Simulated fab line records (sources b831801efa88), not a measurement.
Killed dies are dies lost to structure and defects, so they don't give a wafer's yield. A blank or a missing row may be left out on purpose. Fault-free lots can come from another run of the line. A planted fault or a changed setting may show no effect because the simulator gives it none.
fab line records	flow sky130
[record] lots = 11	wafers = 33	last_day = 50
route steps=708 shown RES_PROTECT@214 POLY_GATE@227 LDD_N@239 LDD_P@266 LDD_HVN@277 LDD_HVP@287 PAD_OPEN@708
lots that met no fault: from a run of the same line without faults
start_h: start of the lot's first displayed wafer, in hours after the record's first day	wait_h: hours from the lot's prior step to this one	" the same as in the row above	L1.1+2: several wafers, shown together as one row	- value missing, or start not given	* or withheld: withheld	< > ~ a bound
route shown NAME@n: NAME is a module with steps in the file, n the number in the route of the first one	usual: mean/standard deviation taken from wafers without a fault	same: alike in all rows	chamber/n: place in a boat	sites: each site's reading	_std_site: their standard deviation	_edge_site: outer sites' mean less inner sites'	radius_mm: for every site, how far away it sits from the centre of the wafer	mask NAME#n: copy n	behind: the tool/chamber that last shaped the wafer	hold: reason for holding the lot/hours on hold/outcome of the hold	device: the transistor (n, p or np) that didn't switch	end of line: at the end of the route, the tests of the same wafers	a step without rows: its recipe alone	killed: dies that structure and defects cost at the first sort, which is not the same as the wafer's yield	map: a wafer's dies, marking killed ones x, the rest . and places with no die _
set.NAME: the run value of the setting; set.NAME@STEP: its run value at that earlier step	model.NAME: the simulator's own value behind a step, which no gauge read
a sample of lots followed through the steps of the route, with each step as a table and each wafer as a row
services: when a tool's chamber went out of use (start_h, in hours from the record's first day, below 0 if earlier), for how many hours, and the reason
[[steps]]
[step SKY_RES_PROTECT_STRIP_07]
[recipe] chemistry = O2/N2	power_w = 1400	pressure_mtorr = 1500	platen_temp_c = withheld	o2_flow_sccm = 3000	n2_flow_sccm = 300	overash_fraction = 0.5
[usual] drypump_motor_current_A = 6.07/0.19	oes_product_au = 0.517/0.0044	strip_time_to_endpoint_s = 23.29/0.046
lot.wafer	tool	chamber	start_h	wait_h	drypump_motor_current_A	oes_product_au	rf_hours_counter_h	strip_time_to_endpoint_s
L940.1	plasma_asher-04	0	330.07	0.1	6.05	0.516	64	23.36
L940.3	"	1	"	"	6.29	0.516	-	23.32
L940.5	"	1	"	"	6.28	0.516	-	23.31
L947.2	plasma_asher-02	0	401.41	0.1	5.92	0.523	71	23.26
L947.3	"	0	"	"	5.93	0.517	-	23.29
L947.6	"	0	"	"	5.92	0.519	-	23.28
L948.2	plasma_asher-01	0	419.05	0.1	6.17	0.521	60	23.28
L948.3	"	1	"	"	6.08	0.511	-	23.21
L948.4	"	0	"	"	6.15	0.520	-	23.25
L949.2	plasma_asher-04	1	423.97	0.1	6.30	0.520	72	23.31
L949.3	"	0	"	"	5.98	0.521	-	23.30
L949.5	"	0	"	"	6.03	0.507	-	23.37
L952.1	plasma_asher-02	1	465.50	0.1	5.57	0.523	3	23.36
L952.2	"	0	"	"	5.90	0.514	3	23.37
L952.6	"	1	"	"	5.54	0.524	-	23.40
L955.2	plasma_asher-04	1	479.51	0.1	6.24	0.517	78	23.31
L955.5	"	0	"	"	5.99	0.515	-	23.28
L955.6	"	1	"	"	6.27	0.512	-	23.30
L957.1	plasma_asher-04	1	484.26	0.1	6.28	0.517	79	23.30
L957.3	"	0	"	"	5.97	0.513	-	23.29
L957.4	"	1	"	"	6.27	0.525	-	23.31
L959.3	plasma_asher-01	1	504.30	0.1	6.10	0.515	-	23.31
L959.4	"	0	"	"	6.16	0.516	-	23.30
L959.5	"	1	"	"	6.10	0.519	-	23.32
L958.1	plasma_asher-04	0	508.60	0.1	6.01	0.512	81	23.30
L958.3	"	1	"	"	6.26	0.522	-	23.22
L958.4	"	0	"	"	6.05	0.516	-	23.21
L960.1	plasma_asher-01	0	514.10	0.1	6.16	0.522	69	23.25
L960.2	"	1	"	"	6.12	0.518	69	23.28
L960.6	"	1	"	"	6.13	0.516	-	23.28
L962.1	plasma_asher-01	0	524.91	0.1	6.16	0.516	70	23.25
L962.2	"	1	"	"	6.11	0.516	70	23.27
L962.3	"	0	"	"	6.17	0.517	-	23.32
[step SKY_POLY_GATE_CD_MEAS_13]
[recipe] target_cd_nm = 150
[usual] cd_nm = 149.6/1.5
lot.wafer	tool	chamber	start_h	wait_h	cd_nm
L940.1	cd_sem-01	-	359.98	-	147.4
L940.3	"	-	"	"	146.8
L940.5	"	-	"	"	147.7
L947.2	cd_sem-01	-	433.54	-	150.4
L947.3	"	-	"	"	149.4
L947.6	"	-	"	"	151.3
L948.2	cd_sem-02	-	451.44	-	148.4
L948.3	"	-	"	"	147.4
L948.4	"	-	"	"	149.6
L949.2	cd_sem-02	-	456.87	-	149.3
L949.3	"	-	"	"	149.8
L949.5	"	-	"	"	149.6
L952.1	cd_sem-02	-	499.29	-	149.8
L952.2	"	-	"	"	149.5
L952.6	"	-	"	"	149.6
L955.2	cd_sem-01	-	513.07	-	148.4
L955.5	"	-	"	"	149.9
L955.6	"	-	"	"	149.5
L957.1	cd_sem-02	-	516.02	-	149.9
L957.3	"	-	"	"	150.9
L957.4	"	-	"	"	151.2
L959.3	cd_sem-02	-	535.90	-	149.4
L959.4	"	-	"	"	150.1
L959.5	"	-	"	"	150.0
L958.1	cd_sem-01	-	540.02	-	148.3
L958.3	"	-	"	"	148.6
L958.4	"	-	"	"	147.8
L960.1	cd_sem-01	-	546.05	-	153.0
L960.2	"	-	"	"	152.7
L960.6	"	-	"	"	153.5
L962.1	cd_sem-01	-	556.15	-	148.2
L962.2	"	-	"	"	149.4
L962.3	"	-	"	"	150.0
[step SKY_LDD_N_COAT_02]
[recipe] resist = NOVOLAK	spin_rpm = 3000	resist_thk_nm = 300
[usual] chill_plate_temp_C = 23.00/0.11	dispense_pressure_kPa = 52.1/2.2	exhaust_pa = 45.0/0.85
lot.wafer	tool	chamber	start_h	wait_h	chill_plate_temp_C	dispense_pressure_kPa	exhaust_pa
L940.1	litho_track-03	0	376.91	0.1	23.09	52.4	43.9
L940.3	"	0	"	"	23.40	52.5	45.2
L940.5	"	0	"	"	23.23	52.4	44.5
L947.2	litho_track-01	-	452.05	0.1	-	-	-
L947.3	"	-	"	"	-	-	-
L947.6	"	-	"	"	-	-	-
L948.2	litho_track-03	-	470.04	0.1	-	-	-
L948.3	"	-	"	"	-	-	-
L948.4	"	-	"	"	-	-	-
L949.2	litho_track-01	-	474.25	0.1	-	-	-
L949.3	"	-	"	"	-	-	-
L949.5	"	-	"	"	-	-	-
L952.1	litho_track-03	0	515.46	0.1	22.87	52.5	45.2
L952.2	"	0	"	"	22.96	52.5	46.1
L952.6	"	0	"	"	22.99	52.5	45.7
L955.2	litho_track-02	0	530.74	0.1	22.94	49.7	44.9
L955.5	"	0	"	"	22.98	49.6	44.1
L955.6	"	0	"	"	23.20	49.6	45.1
L957.1	litho_track-03	0	533.61	0.1	23.08	52.5	44.8
L957.3	"	0	"	"	23.09	52.4	46.4
L957.4	"	0	"	"	23.03	52.4	45.6
L959.3	litho_track-03	0	552.76	0.1	22.77	52.5	45.5
L959.4	"	0	"	"	22.95	52.4	44.2
L959.5	"	0	"	"	22.89	52.4	45.2
L958.1	litho_track-01	0	556.47	0.1	22.99	55.3	44.4
L958.3	"	0	"	"	22.86	55.3	44.5
L958.4	"	0	"	"	22.88	55.3	45.2
L960.1	litho_track-01	0	563.32	0.1	22.94	55.2	45.6
L960.2	"	0	"	"	23.05	55.3	45.8
L960.6	"	0	"	"	22.91	55.2	46.2
L962.1	litho_track-03	0	572.11	0.1	23.15	52.5	46.4
L962.2	"	0	"	"	23.16	52.5	44.0
L962.3	"	0	"	"	23.09	52.5	45.7
[step SKY_LDD_N_OVL_MEAS_07]
[usual] LDD_N_OVL = -0.7/1.3
lot.wafer	tool	chamber	start_h	wait_h	LDD_N_OVL[nm]
L940.1	overlay-02	-	391.81	0.1	-0.4
L940.3	"	-	"	"	-0.2
L940.5	"	-	"	"	0.4
L947.2	overlay-02	-	468.17	0.1	-
L947.3	"	-	"	"	-
L947.6	"	-	"	"	-
L948.2	overlay-02	-	484.42	0.1	-
L948.3	"	-	"	"	-
L948.4	"	-	"	"	-
L949.2	overlay-02	-	489.17	0.1	-
L949.3	"	-	"	"	-
L949.5	"	-	"	"	-
L952.1	overlay-02	-	531.32	0.1	-0.5
L952.2	"	-	"	"	-0.6
L952.6	"	-	"	"	-0.1
L955.2	overlay-02	-	545.72	0.1	-0.4
L955.5	"	-	"	"	0.7
L955.6	"	-	"	"	0.9
L957.1	overlay-01	-	548.42	0.1	-1.5
L957.3	"	-	"	"	-2.4
L957.4	"	-	"	"	-1.2
L959.3	overlay-02	-	567.89	0.1	-1.0
L959.4	"	-	"	"	-0.9
L959.5	"	-	"	"	1.1
L958.1	overlay-01	-	571.07	0.1	-2.5
L958.3	"	-	"	"	-3.0
L958.4	"	-	"	"	-2.3
L960.1	overlay-01	-	577.92	0.1	-1.7
L960.2	"	-	"	"	-1.7
L960.6	"	-	"	"	-0.1
L962.1	overlay-01	-	587.57	0.1	-0.1
L962.2	"	-	"	"	-1.2
L962.3	"	-	"	"	-1.7
[step SKY_LDD_P_TW_MEAS_11]
[usual] LDD_P_TW = 635/14
lot.wafer	tool	chamber	start_h	wait_h	LDD_P_TW
L940.1	film_metro-04	-	422.71	0.1	622
L940.3	"	-	"	"	624
L940.5	"	-	"	"	622
L947.2	film_metro-04	-	500.13	0.1	2542
L947.3	"	-	"	"	2541
L947.6	"	-	"	"	2539
L948.2	film_metro-04	-	516.09	0.1	2569
L948.3	"	-	"	"	2549
L948.4	"	-	"	"	2554
L949.2	film_metro-04	-	520.41	0.1	2565
L949.3	"	-	"	"	2554
L949.5	"	-	"	"	2562
L952.1	film_metro-04	-	563.42	0.1	629
L952.2	"	-	"	"	626
L952.6	"	-	"	"	627
L955.2	film_metro-03	-	577.24	0.1	630
L955.5	"	-	"	"	629
L955.6	"	-	"	"	631
L957.1	film_metro-02	-	579.57	0.1	655
L957.3	"	-	"	"	658
L957.4	"	-	"	"	657
L959.3	film_metro-04	-	599.20	0.1	619
L959.4	"	-	"	"	627
L959.5	"	-	"	"	623
L958.1	film_metro-04	-	602.13	0.1	629
L958.3	"	-	"	"	631
L958.4	"	-	"	"	628
L960.1	film_metro-02	-	608.68	0.1	660
L960.2	"	-	"	"	654
L960.6	"	-	"	"	656
L962.1	film_metro-04	-	617.37	0.1	628
L962.2	"	-	"	"	628
L962.3	"	-	"	"	628
[step SKY_LDD_HVN_TW_MEAS_10]
[usual] LDD_HVN_TW = 1438/26
lot.wafer	tool	chamber	start_h	wait_h	LDD_HVN_TW
L940.1	film_metro-01	-	452.95	0.1	1429
L940.3	"	-	"	"	1426
L940.5	"	-	"	"	1426
L947.2	film_metro-02	-	530.36	0.1	2789
L947.3	"	-	"	"	2785
L947.6	"	-	"	"	2806
L948.2	film_metro-01	-	546.11	0.1	2673
L948.3	"	-	"	"	2669
L948.4	"	-	"	"	2655
L949.2	film_metro-03	-	549.79	0.1	2677
L949.3	"	-	"	"	2658
L949.5	"	-	"	"	2677
L952.1	film_metro-02	-	593.25	0.1	1486
L952.2	"	-	"	"	1495
L952.6	"	-	"	"	1486
L955.2	film_metro-02	-	606.31	0.1	1483
L955.5	"	-	"	"	1490
L955.6	"	-	"	"	1489
L957.1	film_metro-03	-	608.95	0.1	1428
L957.3	"	-	"	"	1437
L957.4	"	-	"	"	1423
L959.3	film_metro-01	-	627.70	0.1	1415
L959.4	"	-	"	"	1418
L959.5	"	-	"	"	1422
L958.1	film_metro-01	-	630.18	0.1	1425
L958.3	"	-	"	"	1422
L958.4	"	-	"	"	1419
L960.1	film_metro-01	-	637.05	0.1	1418
L960.2	"	-	"	"	1419
L960.6	"	-	"	"	1420
L962.1	film_metro-02	-	646.25	0.1	1462
L962.2	"	-	"	"	1470
L962.3	"	-	"	"	1477
[step SKY_LDD_HVP_STRIP_09]
[recipe] chemistry = O2/N2	power_w = 1400	pressure_mtorr = 1500	platen_temp_c = withheld	o2_flow_sccm = 3000	n2_flow_sccm = 300	overash_fraction = 0.5
[usual] drypump_motor_current_A = 6.13/0.22	oes_product_au = 0.409/0.0047	strip_time_to_endpoint_s = 4.132/0.016
lot.wafer	tool	chamber	start_h	wait_h	drypump_motor_current_A	oes_product_au	rf_hours_counter_h	strip_time_to_endpoint_s
L940.1	plasma_asher-04	0	482.83	0.1	6.01	0.413	78	4.141
L940.3	"	0	"	"	6.01	0.407	-	4.136
L940.5	"	1	"	"	6.30	0.412	-	4.149
L947.2	plasma_asher-04	1	560.95	0.1	6.26	0.417	88	4.141
L947.3	"	0	"	"	5.98	0.408	-	4.148
L947.6	"	0	"	"	5.97	0.413	-	4.164
L948.2	plasma_asher-03	0	576.10	0.1	6.46	0.410	42	4.132
L948.3	"	1	"	"	5.80	0.405	-	4.151
L948.4	"	0	"	"	6.45	0.400	-	4.110
L949.2	plasma_asher-03	0	579.86	0.1	6.47	0.406	42	4.151
L949.3	"	0	"	"	6.45	0.408	-	4.129
L949.5	"	1	"	"	5.82	0.408	-	4.166
L952.1	plasma_asher-04	1	622.21	0.1	6.30	0.415	95	4.105
L952.2	"	0	"	"	6.03	0.410	95	4.133
L952.6	"	0	"	"	6.01	0.411	-	4.126
L955.2	plasma_asher-01	0	635.58	0.1	6.13	0.412	81	4.107
L955.5	"	0	"	"	6.15	0.412	-	4.143
L955.6	"	1	"	"	6.10	0.405	-	4.130
L957.1	plasma_asher-03	0	637.26	0.1	6.47	0.404	48	4.152
L957.3	"	1	"	"	5.81	0.411	-	4.123
L957.4	"	0	"	"	6.46	0.415	-	4.156
L959.3	plasma_asher-04	1	656.24	0.1	6.26	0.417	-	4.144
L959.4	"	0	"	"	5.99	0.408	-	4.138
L959.5	"	1	"	"	6.31	0.412	-	4.143
L958.1	plasma_asher-01	1	658.45	0.1	6.18	0.408	83	4.158
L958.3	"	1	"	"	6.17	0.412	-	4.137
L958.4	"	0	"	"	6.16	0.415	-	4.150
L960.1	plasma_asher-04	0	664.81	0.1	5.99	0.408	100	4.147
L960.2	"	1	"	"	6.26	0.411	100	4.114
L960.6	"	0	"	"	6.00	0.417	-	4.125
L962.1	plasma_asher-04	1	674.11	0.1	6.30	0.406	101	4.141
L962.2	"	0	"	"	5.99	0.411	101	4.146
L962.3	"	1	"	"	6.30	0.404	-	4.152
[step SKY_PAD_OPEN_PROBE_99]
[usual] killed_at_M0_to_M3 = 44/7.3	killed_at_M4_up = 3.1/1.9	killed_at_contacts = 24/5.3	killed_at_front_end = 15/4	killed_at_other = 0.4/0.6	killed_dies = 86/9.2	killed_on_rim = 17/3.5	killed_open = 47/6.9	killed_short = 39/6.9
[same] gross_dies = 492	killed_at_back_side = 0
lot.wafer	tool	chamber	start_h	wait_h	killed_at_M0_to_M3	killed_at_M4_up	killed_at_contacts	killed_at_front_end	killed_at_other	killed_dies	killed_on_rim	killed_open	killed_short
L947.2	prober-01	-	1116.21	0.1	48	3	18	423	0	492	96	39	45
L947.3	prober-01	-	1116.26	0.2	38	3	19	432	0	492	96	30	46
L947.6	prober-01	-	1116.41	0.2	53	0	21	418	0	492	96	42	44
L948.2	prober-02	-	1124.57	0.1	46	4	21	421	0	492	96	43	46
L948.3	prober-02	-	1124.62	0.2	31	1	40	420	0	492	96	52	35
L948.4	prober-02	-	1124.67	0.2	38	2	28	424	0	492	96	40	46
L949.2	prober-01	-	1133.25	0.1	53	2	28	409	0	492	96	53	53
L949.3	prober-01	-	1133.30	0.2	43	2	28	419	0	492	96	54	34
L949.5	prober-01	-	1133.40	0.2	56	3	29	403	1	492	96	46	58
L952.1	prober-01	-	1154.72	0.1	45	2	20	13	0	80	16	46	34
L952.2	prober-01	-	1154.77	0.1	44	5	26	14	0	89	14	51	37
L952.6	prober-01	-	1154.97	0.2	40	1	21	16	1	79	14	36	43
L959.3	prober-02	-	1178.19	0.2	50	3	16	14	0	83	22	47	35
L959.4	prober-02	-	1178.24	0.2	37	2	19	11	0	69	11	33	36
L959.5	prober-02	-	1178.29	0.2	46	3	26	6	0	81	16	58	22
// killed by level:class
L947.2 LDD_N:area_expose=408 VIA3:geometric_particle:open=11 METAL1:geometric_particle:short=6 VIA1:geometric_particle:short=6 LOCAL_INTERCONNECT:geometric_particle:short=5 VIA1:geometric_particle:open=5 FIELD_ISO:geometric_particle:short=4 POLY_GATE:geometric_particle:short=4
L947.3 LDD_N:area_expose=416 LI_CONTACT:geometric_particle:open=8 POLY_GATE:geometric_particle:short=7 VIA2:geometric_particle:open=7 METAL2:geometric_particle:short=6 LOCAL_INTERCONNECT:geometric_particle:short=5 CONTACT:geometric_particle:short=5 VIA1:geometric_particle:short=5
L947.6 LDD_N:area_expose=406 VIA1:geometric_particle:open=12 METAL1:geometric_particle:short=11 LI_CONTACT:geometric_particle:open=8 CONTACT:geometric_particle:open=7 METAL2:geometric_particle:short=7 VIA3:geometric_particle:short=6 SPACER:geometric_particle:short=5
L948.2 LDD_N:area_expose=403 VIA1:geometric_particle:open=11 CONTACT:geometric_particle:open=9 METAL2:geometric_particle:short=8 METAL1:geometric_particle:short=7 VIA1:geometric_particle:short=6 POLY_GATE:geometric_particle:short=5 LI_CONTACT:geometric_particle:open=5
L948.3 LDD_N:area_expose=405 CONTACT:geometric_particle:open=18 LI_CONTACT:geometric_particle:open=8 METAL2:geometric_particle:short=8 CONTACT:geometric_particle:short=7 VIA1:geometric_particle:open=6 POLY_GATE:geometric_particle:open=5 FIELD_ISO:geometric_particle:short=4
L948.4 LDD_N:area_expose=406 CONTACT:geometric_particle:open=11 POLY_GATE:geometric_particle:short=8 VIA2:geometric_particle:open=8 CONTACT:geometric_particle:short=6 METAL1:geometric_particle:short=6 LI_CONTACT:geometric_particle:open=5 LOCAL_INTERCONNECT:geometric_particle:short=5
L949.2 LDD_N:area_expose=386 VIA1:geometric_particle:open=9 METAL1:geometric_particle:short=9 CONTACT:geometric_particle:open=9 VIA2:geometric_particle:open=9 FIELD_ISO:geometric_particle:short=7 VIA3:geometric_particle:open=7 LI_CONTACT:geometric_particle:open=6
L949.3 LDD_N:area_expose=404 CONTACT:geometric_particle:open=14 VIA1:geometric_particle:open=11 VIA2:geometric_particle:open=8 POLY_GATE:geometric_particle:open=6 METAL1:geometric_particle:short=6 VIA3:geometric_particle:open=6 LI_CONTACT:geometric_particle:open=5
L949.5 LDD_N:area_expose=388 METAL1:geometric_particle:short=13 CONTACT:geometric_particle:open=11 VIA1:geometric_particle:open=9 VIA3:geometric_particle:open=8 LI_CONTACT:geometric_particle:open=7 METAL3:geometric_particle:short=7 LOCAL_INTERCONNECT:geometric_particle:short=6
L952.1 VIA1:geometric_particle:open=9 VIA3:geometric_particle:open=8 CONTACT:geometric_particle:open=6 LI_CONTACT:geometric_particle:open=6 METAL2:geometric_particle:short=6 VIA2:geometric_particle:open=6 POLY_GATE:geometric_particle:short=5 CONTACT:geometric_particle:short=4
L952.2 CONTACT:geometric_particle:open=10 VIA2:geometric_particle:open=10 VIA1:geometric_particle:open=9 LI_CONTACT:geometric_particle:open=6 CONTACT:geometric_particle:short=6 FIELD_ISO:geometric_particle:open=5 METAL1:geometric_particle:short=5 METAL2:geometric_particle:short=5
L952.6 CONTACT:geometric_particle:open=9 CONTACT:geometric_particle:short=7 VIA1:geometric_particle:open=7 METAL1:geometric_particle:short=7 VIA1:geometric_particle:short=5 VIA3:geometric_particle:open=5 VIA3:geometric_particle:short=4 METAL2:geometric_particle:short=4
L959.3 VIA2:geometric_particle:open=10 METAL2:geometric_particle:short=8 VIA3:geometric_particle:open=8 CONTACT:geometric_particle:open=7 VIA1:geometric_particle:open=6 VIA2:geometric_particle:short=5 METAL1:geometric_particle:short=5 FIELD_ISO:geometric_particle:open=3
L959.4 METAL2:geometric_particle:short=7 VIA1:geometric_particle:open=6 CONTACT:geometric_particle:open=5 POLY_GATE:geometric_particle:open=4 CONTACT:geometric_particle:short=4 METAL1:geometric_particle:short=4 POLY_GATE:geometric_particle:short=3 LI_CONTACT:geometric_particle:open=3
L959.5 VIA1:geometric_particle:open=14 VIA3:geometric_particle:open=13 CONTACT:geometric_particle:open=12 VIA2:geometric_particle:open=8 LI_CONTACT:geometric_particle:open=5 LOCAL_INTERCONNECT:geometric_particle:short=4 VIA1:geometric_particle:short=4 VIA2:geometric_particle:short=3
[[services]]
tool	chamber	start_h	hours	kind
plasma_asher-04	-	307.17	1.6	repair
plasma_asher-01	-	318.18	0.5	repair
plasma_asher-04	-	342.23	1.8	repair
plasma_asher-02	-	347.63	2.8	pm
plasma_asher-04	-	374.28	9.4	repair
litho_track-03	-	387.71	-	consumable_replace:filter
plasma_asher-03	-	403.86	0.7	repair
plasma_asher-03	-	407.37	3.8	repair
plasma_asher-04	-	412.00	2.8	pm
plasma_asher-02	-	416.13	1.8	repair
plasma_asher-02	-	418.35	3.1	repair
plasma_asher-02	-	421.41	9.0	pm
plasma_asher-02	0	421.41	9.0	vent_cycle
plasma_asher-02	1	421.41	9.0	vent_cycle
plasma_asher-01	-	479.91	14.6	pm
plasma_asher-02	-	499.69	2.0	repair
plasma_asher-01	-	532.70	1.3	repair
plasma_asher-03	-	535.49	34.0	repair
plasma_asher-01	-	547.79	10.0	pm
litho_track-01	-	555.43	-	consumable_replace:filter
plasma_asher-02	-	560.78	0.3	repair
plasma_asher-02	-	586.21	9.7	repair
plasma_asher-03	-	606.07	7.9	repair
plasma_asher-02	-	610.76	11.4	repair
[[key]]
[first_sign] step = SKY_LDD_N_COAT_02	reading = tool_record	direction = missing
[effect] step = SKY_LDD_N_OVL_MEAS_07	reading = LDD_N_OVL	direction = missing
[effect] step = SKY_LDD_P_TW_MEAS_11	reading = LDD_P_TW	direction = up	sigmas = 99+	usual = 635	struck = 2553
[effect] step = SKY_LDD_HVN_TW_MEAS_10	reading = LDD_HVN_TW	direction = up	sigmas = 49	usual = 1438	struck = 2710
[effect] step = SKY_PAD_OPEN_PROBE_99	reading = killed_at_front_end	direction = up	sigmas = 99+	usual = 15	struck = 419
[more_kills_born_at] SKY_LDD_N_EXPOSE_04@iline_stepper-02 = 2444	SKY_LDD_N_EXPOSE_04@iline_stepper-01 = 1178
met_at SKY_LDD_N_COAT_02
struck_lots L947,L948,L949
tester_left_out L947,L948,L949
not_acting_at SKY_RES_PROTECT_STRIP_07,SKY_POLY_GATE_CD_MEAS_13,SKY_LDD_HVP_STRIP_09
onset_between 376.91 452.05
[fault] kind = skipped_step_whole	tool = litho_track-01,litho_track-03	chamber = -	onset_h = 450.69	steps = SKY_LDD_N_COAT_02	scope = struck_lots_only
// tester_left_out: of these lots the tester's yield and bins aren't shown, on N5 and GAA mostly nor the transistor test; their killed dies are dies lost to structure and defects alone, not to doping, threshold or leakage, so they don't give the yield
